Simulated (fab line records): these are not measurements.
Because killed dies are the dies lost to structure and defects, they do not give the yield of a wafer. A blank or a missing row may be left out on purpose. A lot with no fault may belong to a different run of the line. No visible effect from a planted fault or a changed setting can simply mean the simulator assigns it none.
fab line records :: flow gf180mcu
record
  lots=7
  wafers=21
  lastDay=34
route steps=602 shown V5@544
lots that met no fault: from a run of the same line without faults
startH: the number of hours between the record's first day and the start of the first shown wafer of the lot :: waitH: hours elapsed since this lot's preceding step :: " as in the row above :: L1.1+2: a single row standing in for several wafers :: - no value, or no start was given :: * or withheld: withheld :: < > ~ a bound
route shown NAME@n: names a module that has steps shown in the file, with the first one's number in the route :: usual: mean/standard deviation of fault-free wafers :: same: alike in all rows :: chamber/n: place in a boat :: sites: readings site by site :: _std_site: standard deviation across them :: _edge_site: inner sites' mean taken away from outer sites' mean :: radiusMm: for every site, how far away it sits from the centre of the wafer :: mask NAME#n: copy n :: behind: tool/chamber where the wafer was last shaped :: hold: the reason the lot was held/the length of the hold in hours/how it ended :: device: the n, p or np transistor that did not switch :: end of line: the route-end tests of the same wafers :: a step given without rows: its recipe and nothing more :: killed: dies that structure and defects cost at the first sort, which is not the same as the wafer's yield :: map: per-die view of a wafer (x killed, . not killed, _ where there is no die)
set.NAME: setting as actually run; set.NAME@STEP: the setting as run at that earlier step :: model.NAME: the simulator's own value behind a step, which no gauge read
certain route steps with their lots: each step a table, each wafer a row
services: a tool's chamber out of use, with start hour (startH, from the record's first day; less than 0 if before it), hours out, and reason
## steps
# step GF_V5_CMP_04
# recipe
  material=SiO2
  downForcePsi=4
  platenRpm=60
  padVelocityMS=0.94248
# usual
  motorCurrentA=11.8/0.8
  platenRpm=60.00/0.043
lot.wafer: L645.3
tool: cmp-02
chamber: 3
startH: 644.63
waitH: 0.0
motorCurrentA: 11.8
platenRpm: 60.02

lot.wafer: L645.4
tool: cmp-02
chamber: 1
startH: 644.63
waitH: 0.0
motorCurrentA: 11.6
platenRpm: 59.95

lot.wafer: L645.1
tool: cmp-02
chamber: 2
startH: 644.63
waitH: 0.0
motorCurrentA: 11.6
platenRpm: 60.03

lot.wafer: L657.2
tool: cmp-02
chamber: 0
startH: 727.10
waitH: 0.0
motorCurrentA: 11.5
platenRpm: 60.01

lot.wafer: L657.4
tool: cmp-02
chamber: 1
startH: 727.10
waitH: 0.0
motorCurrentA: 11.1
platenRpm: 60.00

lot.wafer: L657.1
tool: cmp-02
chamber: 2
startH: 727.10
waitH: 0.0
motorCurrentA: 11.3
platenRpm: 60.05

lot.wafer: L658.3
tool: cmp-01
chamber: 1
startH: 731.57
waitH: 0.0
motorCurrentA: 12.9
platenRpm: 59.89

lot.wafer: L658.4
tool: cmp-01
chamber: 3
startH: 731.57
waitH: 0.0
motorCurrentA: 10.2
platenRpm: 60.02

lot.wafer: L658.5
tool: cmp-01
chamber: 2
startH: 731.57
waitH: 0.0
motorCurrentA: 12.6
platenRpm: 59.98

lot.wafer: L659.3
tool: cmp-02
chamber: 2
startH: 738.54
waitH: 0.1
motorCurrentA: 11.4
platenRpm: 60.00

lot.wafer: L659.4
tool: cmp-02
chamber: 3
startH: 738.54
waitH: 0.1
motorCurrentA: 12.0
platenRpm: 59.96

lot.wafer: L659.5
tool: cmp-02
chamber: 1
startH: 738.54
waitH: 0.1
motorCurrentA: 11.4
platenRpm: 59.99

lot.wafer: L660.4
tool: cmp-01
chamber: 0
startH: 742.78
waitH: 0.0
motorCurrentA: 12.9
platenRpm: 59.99

lot.wafer: L660.2
tool: cmp-01
chamber: 2
startH: 742.78
waitH: 0.0
motorCurrentA: 12.3
platenRpm: 60.01

lot.wafer: L660.6
tool: cmp-01
chamber: 0
startH: 742.78
waitH: 0.0
motorCurrentA: 13.2
platenRpm: 59.99

lot.wafer: L663.3
tool: cmp-01
chamber: 3
startH: 759.12
waitH: 0.0
motorCurrentA: 10.3
platenRpm: 60.01

lot.wafer: L663.2
tool: cmp-01
chamber: 0
startH: 759.12
waitH: 0.0
motorCurrentA: 13.4
platenRpm: 59.99

lot.wafer: L663.6
tool: cmp-01
chamber: 0
startH: 759.12
waitH: 0.0
motorCurrentA: 13.7
platenRpm: 60.01

lot.wafer: L664.1
tool: cmp-02
chamber: 0
startH: 763.10
waitH: 0.8
motorCurrentA: 11.2
platenRpm: 60.08

lot.wafer: L664.6
tool: cmp-02
chamber: 3
startH: 763.10
waitH: 0.8
motorCurrentA: 12.3
platenRpm: 60.00

lot.wafer: L664.5
tool: cmp-02
chamber: 0
startH: 763.10
waitH: 0.8
motorCurrentA: 11.3
platenRpm: 60.06
# step GF_V5_BOW_MEAS_05
# recipe
  mode=bow
# usual
  V5_BOW=130/10
lot.wafer: L645.1
tool: filmMetro-01
chamber: -
startH: 644.93
waitH: 0.1
V5_BOW[um]: 122

lot.wafer: L645.3
tool: filmMetro-01
chamber: -
startH: 644.93
waitH: 0.1
V5_BOW[um]: 115

lot.wafer: L645.4
tool: filmMetro-01
chamber: -
startH: 644.93
waitH: 0.1
V5_BOW[um]: 125

lot.wafer: L657.1
tool: filmMetro-01
chamber: -
startH: 727.40
waitH: 0.1
V5_BOW[um]: 131

lot.wafer: L657.2
tool: filmMetro-01
chamber: -
startH: 727.40
waitH: 0.1
V5_BOW[um]: 131

lot.wafer: L657.4
tool: filmMetro-01
chamber: -
startH: 727.40
waitH: 0.1
V5_BOW[um]: 126

lot.wafer: L658.3
tool: filmMetro-01
chamber: -
startH: 731.91
waitH: 0.3
V5_BOW[um]: 125

lot.wafer: L658.4
tool: filmMetro-01
chamber: -
startH: 731.91
waitH: 0.3
V5_BOW[um]: 134

lot.wafer: L658.5
tool: filmMetro-01
chamber: -
startH: 731.91
waitH: 0.3
V5_BOW[um]: 128

lot.wafer: L659.3
tool: filmMetro-02
chamber: -
startH: 738.88
waitH: 0.3
V5_BOW[um]: 149

lot.wafer: L659.4
tool: filmMetro-02
chamber: -
startH: 738.88
waitH: 0.3
V5_BOW[um]: 140

lot.wafer: L659.5
tool: filmMetro-02
chamber: -
startH: 738.88
waitH: 0.3
V5_BOW[um]: 142

lot.wafer: L660.2
tool: filmMetro-01
chamber: -
startH: 743.10
waitH: 0.2
V5_BOW[um]: 121

lot.wafer: L660.4
tool: filmMetro-01
chamber: -
startH: 743.10
waitH: 0.2
V5_BOW[um]: 101

lot.wafer: L660.6
tool: filmMetro-01
chamber: -
startH: 743.10
waitH: 0.2
V5_BOW[um]: 128

lot.wafer: L663.2
tool: filmMetro-02
chamber: -
startH: 759.44
waitH: 0.2
V5_BOW[um]: 120

lot.wafer: L663.3
tool: filmMetro-02
chamber: -
startH: 759.44
waitH: 0.2
V5_BOW[um]: 131

lot.wafer: L663.6
tool: filmMetro-02
chamber: -
startH: 759.44
waitH: 0.2
V5_BOW[um]: 120

lot.wafer: L664.1
tool: filmMetro-01
chamber: -
startH: 763.35
waitH: 0.2
V5_BOW[um]: 123

lot.wafer: L664.5
tool: filmMetro-01
chamber: -
startH: 763.35
waitH: 0.2
V5_BOW[um]: 137

lot.wafer: L664.6
tool: filmMetro-01
chamber: -
startH: 763.35
waitH: 0.2
V5_BOW[um]: 134
# step GF_V5_DEHYDRATE_06
# recipe
  tempC=200
  timeS=60
# step GF_V5_HMDS_07
# recipe
  primeTimeS=60
  primeTempC=120
# step GF_V5_COAT_08
# recipe
  resist=BARC
  tempC=withheld
  timeS=withheld
  spinRpm=withheld
  resistThkNm=withheld
# step GF_V5_COAT_09
# recipe
  resist=KrF
  spinRpm=withheld
  resistThkNm=1000
# step GF_V5_SOFTBAKE_10
# recipe
  tempC=130
  timeS=60
  resist=KrF
# step GF_V5_EXPOSE_11
# recipe
  maskId=Via5
  targetCdNm=260
  na=0.68
  sourceShape=conventional
  sigmaOuter=0.6
  doseMj=38
# step GF_V5_PEB_12
# recipe
  pebTempC=135
  pebTimeS=90
  resist=KrF
# step GF_V5_DEVELOP_13
# recipe
  developTimeS=60
  resist=KrF
  devTempC=21
# step GF_V5_CD_MEAS_14
# recipe
  targetCdNm=260
# usual
  cdNm=260.1/1.1
lot.wafer: L645.1
tool: cdSem-01
chamber: -
startH: 664.68
waitH: 0.1
cdNm: 261.5

lot.wafer: L645.3
tool: cdSem-01
chamber: -
startH: 664.68
waitH: 0.1
cdNm: 259.7

lot.wafer: L645.4
tool: cdSem-01
chamber: -
startH: 664.68
waitH: 0.1
cdNm: 259.4

lot.wafer: L657.1
tool: cdSem-01
chamber: -
startH: 744.78
waitH: 0.1
cdNm: 259.8

lot.wafer: L657.2
tool: cdSem-01
chamber: -
startH: 744.78
waitH: 0.1
cdNm: 259.2

lot.wafer: L657.4
tool: cdSem-01
chamber: -
startH: 744.78
waitH: 0.1
cdNm: 259.2

lot.wafer: L658.3
tool: cdSem-01
chamber: -
startH: 748.21
waitH: 0.1
cdNm: 260.5

lot.wafer: L658.4
tool: cdSem-01
chamber: -
startH: 748.21
waitH: 0.1
cdNm: 260.4

lot.wafer: L658.5
tool: cdSem-01
chamber: -
startH: 748.21
waitH: 0.1
cdNm: 260.7

lot.wafer: L659.3
tool: cdSem-02
chamber: -
startH: 755.90
waitH: 0.1
cdNm: 257.7

lot.wafer: L659.4
tool: cdSem-02
chamber: -
startH: 755.90
waitH: 0.1
cdNm: 257.9

lot.wafer: L659.5
tool: cdSem-02
chamber: -
startH: 755.90
waitH: 0.1
cdNm: 258.6

lot.wafer: L660.2
tool: cdSem-02
chamber: -
startH: 759.69
waitH: 0.1
cdNm: 259.4

lot.wafer: L660.4
tool: cdSem-02
chamber: -
startH: 759.69
waitH: 0.1
cdNm: 259.9

lot.wafer: L660.6
tool: cdSem-02
chamber: -
startH: 759.69
waitH: 0.1
cdNm: 261.0

lot.wafer: L663.2
tool: cdSem-02
chamber: -
startH: 775.08
waitH: 0.1
cdNm: 260.1

lot.wafer: L663.3
tool: cdSem-02
chamber: -
startH: 775.08
waitH: 0.1
cdNm: 259.3

lot.wafer: L663.6
tool: cdSem-02
chamber: -
startH: 775.08
waitH: 0.1
cdNm: 259.8

lot.wafer: L664.1
tool: cdSem-01
chamber: -
startH: 778.96
waitH: 0.1
cdNm: 260.0

lot.wafer: L664.5
tool: cdSem-01
chamber: -
startH: 778.96
waitH: 0.1
cdNm: 258.9

lot.wafer: L664.6
tool: cdSem-01
chamber: -
startH: 778.96
waitH: 0.1
cdNm: 261.4
# step GF_V5_OVL_MEAS_15
# usual
  V5_OVL=1/4.4
lot.wafer: L645.1
tool: overlay-01
chamber: -
startH: 664.80
waitH: 0.1
V5_OVL[nm]: 0

lot.wafer: L645.3
tool: overlay-01
chamber: -
startH: 664.80
waitH: 0.1
V5_OVL[nm]: -8

lot.wafer: L645.4
tool: overlay-01
chamber: -
startH: 664.80
waitH: 0.1
V5_OVL[nm]: 0

lot.wafer: L657.1
tool: overlay-01
chamber: -
startH: 744.90
waitH: 0.1
V5_OVL[nm]: 6

lot.wafer: L657.2
tool: overlay-01
chamber: -
startH: 744.90
waitH: 0.1
V5_OVL[nm]: 4

lot.wafer: L657.4
tool: overlay-01
chamber: -
startH: 744.90
waitH: 0.1
V5_OVL[nm]: 3

lot.wafer: L658.3
tool: overlay-01
chamber: -
startH: 748.31
waitH: 0.1
V5_OVL[nm]: -1

lot.wafer: L658.4
tool: overlay-01
chamber: -
startH: 748.31
waitH: 0.1
V5_OVL[nm]: -2

lot.wafer: L658.5
tool: overlay-01
chamber: -
startH: 748.31
waitH: 0.1
V5_OVL[nm]: -1

lot.wafer: L659.3
tool: overlay-02
chamber: -
startH: 755.99
waitH: 0.1
V5_OVL[nm]: 6

lot.wafer: L659.4
tool: overlay-02
chamber: -
startH: 755.99
waitH: 0.1
V5_OVL[nm]: 0

lot.wafer: L659.5
tool: overlay-02
chamber: -
startH: 755.99
waitH: 0.1
V5_OVL[nm]: -5

lot.wafer: L660.2
tool: overlay-02
chamber: -
startH: 759.80
waitH: 0.1
V5_OVL[nm]: 3

lot.wafer: L660.4
tool: overlay-02
chamber: -
startH: 759.80
waitH: 0.1
V5_OVL[nm]: -3

lot.wafer: L660.6
tool: overlay-02
chamber: -
startH: 759.80
waitH: 0.1
V5_OVL[nm]: -4

lot.wafer: L663.2
tool: overlay-02
chamber: -
startH: 775.19
waitH: 0.1
V5_OVL[nm]: 2

lot.wafer: L663.3
tool: overlay-02
chamber: -
startH: 775.19
waitH: 0.1
V5_OVL[nm]: 0

lot.wafer: L663.6
tool: overlay-02
chamber: -
startH: 775.19
waitH: 0.1
V5_OVL[nm]: 1

lot.wafer: L664.1
tool: overlay-01
chamber: -
startH: 779.08
waitH: 0.1
V5_OVL[nm]: -1

lot.wafer: L664.5
tool: overlay-01
chamber: -
startH: 779.08
waitH: 0.1
V5_OVL[nm]: 2

lot.wafer: L664.6
tool: overlay-01
chamber: -
startH: 779.08
waitH: 0.1
V5_OVL[nm]: 1
# step GF_V5_ETCH_16
# recipe
  chemistry=N2/H2
  targetDepthA=withheld
  overetchA=withheld
  timeS=withheld
  target=BARC
  ionEnergyEv=200
  sourceW=500
  biasW=100
  pressureMtorr=30
  n2FlowSccm=100
  h2FlowSccm=200
# usual
  biasW=100.0/0.3
  chamberPressureMTorr=29.997/0.028
  drypumpMotorCurrentA=5.8/0.5
  oesProductAu=0.856/0.0048
  throttleValvePct=13.225/0.0085
lot.wafer: L645.1
tool: rieDiel-03
chamber: 0
startH: 664.84
waitH: 0.0
biasW: 99.2
chamberPressureMTorr: 29.981
drypumpMotorCurrentA: 4.9
oesProductAu: 0.854
throttleValvePct: 13.234

lot.wafer: L645.3
tool: rieDiel-03
chamber: 1
startH: 664.84
waitH: 0.0
biasW: 99.7
chamberPressureMTorr: 30.020
drypumpMotorCurrentA: 6.3
oesProductAu: 0.864
throttleValvePct: 13.231

lot.wafer: L645.4
tool: rieDiel-03
chamber: 1
startH: 664.84
waitH: 0.0
biasW: 100.0
chamberPressureMTorr: 30.021
drypumpMotorCurrentA: 6.3
oesProductAu: 0.855
throttleValvePct: 13.232

lot.wafer: L657.1
tool: rieDiel-03
chamber: 0
startH: 744.94
waitH: 0.0
biasW: 100.0
chamberPressureMTorr: 29.974
drypumpMotorCurrentA: 4.9
oesProductAu: 0.858
throttleValvePct: 13.216

lot.wafer: L657.2
tool: rieDiel-03
chamber: 2
startH: 744.94
waitH: 0.0
biasW: 100.4
chamberPressureMTorr: 29.961
drypumpMotorCurrentA: 5.1
oesProductAu: 0.847
throttleValvePct: 13.211

lot.wafer: L657.4
tool: rieDiel-03
chamber: 1
startH: 744.94
waitH: 0.0
biasW: 100.7
chamberPressureMTorr: 30.000
drypumpMotorCurrentA: 6.3
oesProductAu: 0.855
throttleValvePct: 13.235

lot.wafer: L658.3
tool: rieDiel-01
chamber: 3
startH: 748.33
waitH: 0.0
biasW: -
chamberPressureMTorr: -
drypumpMotorCurrentA: -
oesProductAu: -
throttleValvePct: -

lot.wafer: L658.4
tool: rieDiel-01
chamber: 0
startH: 748.33
waitH: 0.0
biasW: -
chamberPressureMTorr: -
drypumpMotorCurrentA: -
oesProductAu: -
throttleValvePct: -

lot.wafer: L658.5
tool: rieDiel-01
chamber: 2
startH: 748.33
waitH: 0.0
biasW: -
chamberPressureMTorr: -
drypumpMotorCurrentA: -
oesProductAu: -
throttleValvePct: -

lot.wafer: L659.3
tool: rieDiel-03
chamber: 0
startH: 756.02
waitH: 0.0
biasW: -
chamberPressureMTorr: -
drypumpMotorCurrentA: -
oesProductAu: -
throttleValvePct: -

lot.wafer: L659.4
tool: rieDiel-03
chamber: 3
startH: 756.02
waitH: 0.0
biasW: -
chamberPressureMTorr: -
drypumpMotorCurrentA: -
oesProductAu: -
throttleValvePct: -

lot.wafer: L659.5
tool: rieDiel-03
chamber: 3
startH: 756.02
waitH: 0.0
biasW: -
chamberPressureMTorr: -
drypumpMotorCurrentA: -
oesProductAu: -
throttleValvePct: -

lot.wafer: L660.2
tool: rieDiel-03
chamber: 3
startH: 759.83
waitH: 0.0
biasW: -
chamberPressureMTorr: -
drypumpMotorCurrentA: -
oesProductAu: -
throttleValvePct: -

lot.wafer: L660.4
tool: rieDiel-03
chamber: 1
startH: 759.83
waitH: 0.0
biasW: -
chamberPressureMTorr: -
drypumpMotorCurrentA: -
oesProductAu: -
throttleValvePct: -

lot.wafer: L660.6
tool: rieDiel-03
chamber: 1
startH: 759.83
waitH: 0.0
biasW: -
chamberPressureMTorr: -
drypumpMotorCurrentA: -
oesProductAu: -
throttleValvePct: -

lot.wafer: L663.2
tool: rieDiel-01
chamber: 3
startH: 775.22
waitH: 0.0
biasW: 100.4
chamberPressureMTorr: 29.974
drypumpMotorCurrentA: 6.5
oesProductAu: 0.853
throttleValvePct: 13.222

lot.wafer: L663.3
tool: rieDiel-01
chamber: 1
startH: 775.22
waitH: 0.0
biasW: 99.3
chamberPressureMTorr: 29.976
drypumpMotorCurrentA: 5.3
oesProductAu: 0.858
throttleValvePct: 13.218

lot.wafer: L663.6
tool: rieDiel-01
chamber: 3
startH: 775.22
waitH: 0.0
biasW: 100.4
chamberPressureMTorr: 29.957
drypumpMotorCurrentA: 6.5
oesProductAu: 0.854
throttleValvePct: 13.214

lot.wafer: L664.1
tool: rieDiel-01
chamber: 3
startH: 779.12
waitH: 0.0
biasW: 99.9
chamberPressureMTorr: 29.975
drypumpMotorCurrentA: 6.5
oesProductAu: 0.855
throttleValvePct: 13.220

lot.wafer: L664.5
tool: rieDiel-01
chamber: 1
startH: 779.12
waitH: 0.0
biasW: 100.1
chamberPressureMTorr: 29.995
drypumpMotorCurrentA: 5.2
oesProductAu: 0.853
throttleValvePct: 13.220

lot.wafer: L664.6
tool: rieDiel-01
chamber: 3
startH: 779.12
waitH: 0.0
biasW: 100.4
chamberPressureMTorr: 29.998
drypumpMotorCurrentA: 6.6
oesProductAu: 0.858
throttleValvePct: 13.231
# step GF_V5_ETCH_17
# recipe
  chemistry=C4F8/O2/Ar
  maskMaterial=KrF
  target=SiO2
  stopOn=TiN
  sourceW=1500
  biasW=1200
  pressureMtorr=40
  c4f8FlowSccm=withheld
  O2_flow_sccm=6
  Ar_flow_sccm=300
  timeS=withheld
  targetDepthA=8550
# usual
  biasW=1200/3.3
  chamberPressureMTorr=40.00/0.034
  oesProductAu=0.860/0.0045
lot.wafer: L645.1
tool: rieDiel-03
chamber: 0
startH: -
waitH: -
biasW: 1204
chamberPressureMTorr: 40.05
oesProductAu: 0.864

lot.wafer: L645.3
tool: rieDiel-03
chamber: 1
startH: -
waitH: -
biasW: 1203
chamberPressureMTorr: 39.97
oesProductAu: 0.859

lot.wafer: L645.4
tool: rieDiel-03
chamber: 1
startH: -
waitH: -
biasW: 1197
chamberPressureMTorr: 40.00
oesProductAu: 0.861

lot.wafer: L657.1
tool: rieDiel-03
chamber: 0
startH: -
waitH: -
biasW: 1197
chamberPressureMTorr: 39.94
oesProductAu: 0.861

lot.wafer: L657.2
tool: rieDiel-03
chamber: 2
startH: -
waitH: -
biasW: 1197
chamberPressureMTorr: 40.02
oesProductAu: 0.867

lot.wafer: L657.4
tool: rieDiel-03
chamber: 1
startH: -
waitH: -
biasW: 1194
chamberPressureMTorr: 39.99
oesProductAu: 0.861

lot.wafer: L658.3
tool: rieDiel-01
chamber: 3
startH: -
waitH: -
biasW: 1196
chamberPressureMTorr: 39.91
oesProductAu: 0.369

lot.wafer: L658.4
tool: rieDiel-01
chamber: 0
startH: -
waitH: -
biasW: 1201
chamberPressureMTorr: 39.96
oesProductAu: 0.376

lot.wafer: L658.5
tool: rieDiel-01
chamber: 2
startH: -
waitH: -
biasW: 1197
chamberPressureMTorr: 40.04
oesProductAu: 0.377

lot.wafer: L659.3
tool: rieDiel-03
chamber: 0
startH: -
waitH: -
biasW: 1199
chamberPressureMTorr: 40.01
oesProductAu: 0.374

lot.wafer: L659.4
tool: rieDiel-03
chamber: 3
startH: -
waitH: -
biasW: 1200
chamberPressureMTorr: 40.04
oesProductAu: 0.372

lot.wafer: L659.5
tool: rieDiel-03
chamber: 3
startH: -
waitH: -
biasW: 1199
chamberPressureMTorr: 40.00
oesProductAu: 0.378

lot.wafer: L660.2
tool: rieDiel-03
chamber: 3
startH: -
waitH: -
biasW: 1199
chamberPressureMTorr: 39.96
oesProductAu: 0.378

lot.wafer: L660.4
tool: rieDiel-03
chamber: 1
startH: -
waitH: -
biasW: 1198
chamberPressureMTorr: 39.99
oesProductAu: 0.377

lot.wafer: L660.6
tool: rieDiel-03
chamber: 1
startH: -
waitH: -
biasW: 1204
chamberPressureMTorr: 40.00
oesProductAu: 0.374

lot.wafer: L663.2
tool: rieDiel-01
chamber: 3
startH: -
waitH: -
biasW: 1203
chamberPressureMTorr: 39.96
oesProductAu: 0.863

lot.wafer: L663.3
tool: rieDiel-01
chamber: 1
startH: -
waitH: -
biasW: 1204
chamberPressureMTorr: 40.03
oesProductAu: 0.865

lot.wafer: L663.6
tool: rieDiel-01
chamber: 3
startH: -
waitH: -
biasW: 1208
chamberPressureMTorr: 39.95
oesProductAu: 0.864

lot.wafer: L664.1
tool: rieDiel-01
chamber: 3
startH: -
waitH: -
biasW: 1201
chamberPressureMTorr: 39.98
oesProductAu: 0.868

lot.wafer: L664.5
tool: rieDiel-01
chamber: 1
startH: -
waitH: -
biasW: 1197
chamberPressureMTorr: 40.03
oesProductAu: 0.866

lot.wafer: L664.6
tool: rieDiel-01
chamber: 3
startH: -
waitH: -
biasW: 1200
chamberPressureMTorr: 40.05
oesProductAu: 0.865
# step GF_V5_STRIP_18
# recipe
  chemistry=O2/N2
  powerW=1400
  pressureMtorr=1500
  platenTempC=250
  o2FlowSccm=3000
  n2FlowSccm=300
  overashFraction=0.5
# usual
  chamberPressureMTorr=1500.0/1.4
  drypumpMotorCurrentA=5.89/0.29
  heaterPowerW=334/20
  oesProductAu=0.569/0.0051
  platenTempC=250.04/0.17
# same
  overashFraction=0.5
lot.wafer: L645.1
tool: plasmaAsher-01
chamber: 1
startH: 664.99
waitH: -
chamberPressureMTorr: 1501.3
drypumpMotorCurrentA: 6.09
heaterPowerW: 305
oesProductAu: 0.567
platenTempC: 249.82
rfHoursCounterH: 91

lot.wafer: L645.3
tool: plasmaAsher-01
chamber: 0
startH: 664.99
waitH: -
chamberPressureMTorr: 1500.0
drypumpMotorCurrentA: 5.53
heaterPowerW: 353
oesProductAu: 0.573
platenTempC: 250.15
rfHoursCounterH: -

lot.wafer: L645.4
tool: plasmaAsher-01
chamber: 1
startH: 664.99
waitH: -
chamberPressureMTorr: 1499.9
drypumpMotorCurrentA: 6.10
heaterPowerW: 316
oesProductAu: 0.571
platenTempC: 249.81
rfHoursCounterH: -

lot.wafer: L657.1
tool: plasmaAsher-01
chamber: 0
startH: 745.09
waitH: -
chamberPressureMTorr: 1499.8
drypumpMotorCurrentA: 5.55
heaterPowerW: 348
oesProductAu: 0.572
platenTempC: 249.89
rfHoursCounterH: 101

lot.wafer: L657.2
tool: plasmaAsher-01
chamber: 1
startH: 745.09
waitH: -
chamberPressureMTorr: 1500.0
drypumpMotorCurrentA: 6.09
heaterPowerW: 316
oesProductAu: 0.560
platenTempC: 250.16
rfHoursCounterH: 101

lot.wafer: L657.4
tool: plasmaAsher-01
chamber: 1
startH: 745.09
waitH: -
chamberPressureMTorr: 1498.7
drypumpMotorCurrentA: 6.09
heaterPowerW: 311
oesProductAu: 0.567
platenTempC: 250.16
rfHoursCounterH: -

lot.wafer: L658.3
tool: plasmaAsher-01
chamber: 0
startH: 748.52
waitH: -
chamberPressureMTorr: 1501.4
drypumpMotorCurrentA: 5.56
heaterPowerW: 351
oesProductAu: 0.588
platenTempC: 250.03
rfHoursCounterH: -

lot.wafer: L658.4
tool: plasmaAsher-01
chamber: 1
startH: 748.52
waitH: -
chamberPressureMTorr: 1500.5
drypumpMotorCurrentA: 6.11
heaterPowerW: 314
oesProductAu: 0.589
platenTempC: 250.05
rfHoursCounterH: -

lot.wafer: L658.5
tool: plasmaAsher-01
chamber: 1
startH: 748.52
waitH: -
chamberPressureMTorr: 1501.0
drypumpMotorCurrentA: 6.08
heaterPowerW: 326
oesProductAu: 0.594
platenTempC: 249.72
rfHoursCounterH: -

lot.wafer: L659.3
tool: plasmaAsher-03
chamber: 1
startH: 756.96
waitH: -
chamberPressureMTorr: 1499.4
drypumpMotorCurrentA: 5.56
heaterPowerW: 356
oesProductAu: 0.590
platenTempC: 250.08
rfHoursCounterH: -

lot.wafer: L659.4
tool: plasmaAsher-03
chamber: 0
startH: 756.96
waitH: -
chamberPressureMTorr: 1498.8
drypumpMotorCurrentA: 6.05
heaterPowerW: 335
oesProductAu: 0.596
platenTempC: 250.03
rfHoursCounterH: -

lot.wafer: L659.5
tool: plasmaAsher-03
chamber: 0
startH: 756.96
waitH: -
chamberPressureMTorr: 1500.9
drypumpMotorCurrentA: 6.10
heaterPowerW: 323
oesProductAu: 0.583
platenTempC: 249.81
rfHoursCounterH: -

lot.wafer: L660.2
tool: plasmaAsher-03
chamber: 1
startH: 759.98
waitH: -
chamberPressureMTorr: 1497.3
drypumpMotorCurrentA: 5.52
heaterPowerW: 350
oesProductAu: 0.594
platenTempC: 249.81
rfHoursCounterH: 31

lot.wafer: L660.4
tool: plasmaAsher-03
chamber: 0
startH: 759.98
waitH: -
chamberPressureMTorr: 1499.8
drypumpMotorCurrentA: 6.08
heaterPowerW: 326
oesProductAu: 0.589
platenTempC: 250.02
rfHoursCounterH: -

lot.wafer: L660.6
tool: plasmaAsher-03
chamber: 0
startH: 759.98
waitH: -
chamberPressureMTorr: 1500.6
drypumpMotorCurrentA: 6.10
heaterPowerW: 328
oesProductAu: 0.583
platenTempC: 250.26
rfHoursCounterH: -

lot.wafer: L663.2
tool: plasmaAsher-01
chamber: 0
startH: 775.37
waitH: -
chamberPressureMTorr: 1499.7
drypumpMotorCurrentA: 5.55
heaterPowerW: 349
oesProductAu: 0.568
platenTempC: 249.80
rfHoursCounterH: 104

lot.wafer: L663.3
tool: plasmaAsher-01
chamber: 1
startH: 775.37
waitH: -
chamberPressureMTorr: 1501.6
drypumpMotorCurrentA: 6.07
heaterPowerW: 309
oesProductAu: 0.569
platenTempC: 249.85
rfHoursCounterH: -

lot.wafer: L663.6
tool: plasmaAsher-01
chamber: 1
startH: 775.37
waitH: -
chamberPressureMTorr: 1499.0
drypumpMotorCurrentA: 6.06
heaterPowerW: 316
oesProductAu: 0.566
platenTempC: 249.93
rfHoursCounterH: -

lot.wafer: L664.1
tool: plasmaAsher-03
chamber: 1
startH: 779.27
waitH: -
chamberPressureMTorr: 1500.7
drypumpMotorCurrentA: 5.53
heaterPowerW: 360
oesProductAu: 0.559
platenTempC: 249.94
rfHoursCounterH: 34

lot.wafer: L664.5
tool: plasmaAsher-03
chamber: 1
startH: 779.27
waitH: -
chamberPressureMTorr: 1501.4
drypumpMotorCurrentA: 5.53
heaterPowerW: 348
oesProductAu: 0.568
platenTempC: 249.96
rfHoursCounterH: -

lot.wafer: L664.6
tool: plasmaAsher-03
chamber: 0
startH: 779.27
waitH: -
chamberPressureMTorr: 1501.7
drypumpMotorCurrentA: 6.06
heaterPowerW: 325
oesProductAu: 0.566
platenTempC: 250.37
rfHoursCounterH: -
# step GF_V5_STRIP_19
# recipe
  chemistry=postEtchResidueRemover
  timeS=1200
  tempC=72.5
## services
tool: rieDiel-03
chamber: 3
startH: 621.86
hours: 11.0
kind: repair

tool: cmp-01
chamber: -
startH: 635.22
hours: 3.5
kind: repair

tool: cmp-01
chamber: -
startH: 653.23
hours: 6.7
kind: repair

tool: rieDiel-03
chamber: 2
startH: 663.13
hours: 5.0
kind: repair

tool: plasmaAsher-03
chamber: -
startH: 664.03
hours: 16.8
kind: repair

tool: rieDiel-03
chamber: 3
startH: 667.52
hours: 2.0
kind: repair

tool: rieDiel-01
chamber: 1
startH: 678.20
hours: 5.8
kind: repair

tool: cmp-02
chamber: -
startH: 687.09
hours: 3.7
kind: repair

tool: plasmaAsher-03
chamber: -
startH: 702.62
hours: 2.3
kind: repair

tool: plasmaAsher-03
chamber: -
startH: 704.84
hours: 2.7
kind: repair

tool: plasmaAsher-03
chamber: -
startH: 708.98
hours: 5.6
kind: repair

tool: plasmaAsher-03
chamber: -
startH: 722.76
hours: 1.3
kind: repair

tool: cmp-02
chamber: -
startH: 744.22
hours: 4.0
kind: pm

tool: cmp-02
chamber: -
startH: 748.22
hours: -
kind: consumableReplace:conditioner

tool: cmp-02
chamber: -
startH: 748.22
hours: -
kind: consumableReplace:pad

tool: rieDiel-01
chamber: 2
startH: 748.97
hours: 41.0
kind: repair

tool: cmp-02
chamber: -
startH: 749.33
hours: 7.3
kind: pm

tool: plasmaAsher-01
chamber: -
startH: 755.40
hours: 14.1
kind: pm

tool: plasmaAsher-03
chamber: -
startH: 755.60
hours: 1.3
kind: repair
## key
firstSign
  step=GF_V5_ETCH_16
  reading=toolRecord
  direction=missing
effect
  step=GF_V5_ETCH_17
  reading=oesProductAu
  direction=down
  sigmas=99+
  usual=0.860
  struck=0.375
effect
  step=GF_V5_STRIP_18
  reading=oesProductAu
  direction=up
  sigmas=4
  usual=0.569
  struck=0.589
metAt GF_V5_ETCH_16
struckWafers L658.3,L658.4,L658.5,L659.3,L659.4,L659.5,L660.2,L660.4,L660.6
laterRowsLeftOut L658.3,L658.4,L658.5,L659.3,L659.4,L659.5,L660.2,L660.4,L660.6
sortLeftOut L658.3,L658.4,L658.5,L659.3,L659.4,L659.5,L660.2,L660.4,L660.6
onsetBetween 744.94 748.33
fault
  kind=skippedStepWhole
  tool=rieDiel-01,rieDiel-03
  chamber=-
  onsetH=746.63
  steps=GF_V5_ETCH_16
  scope=struckLotsOnly
# sortLeftOut: the simulated sort isn't trusted on such a fault, so these wafers' sort isn't shown, and their yield isn't known
# laterRowsLeftOut: the simulator's readings of these wafers behind a module that went badly wrong aren't trusted and aren't shown, but for the sort
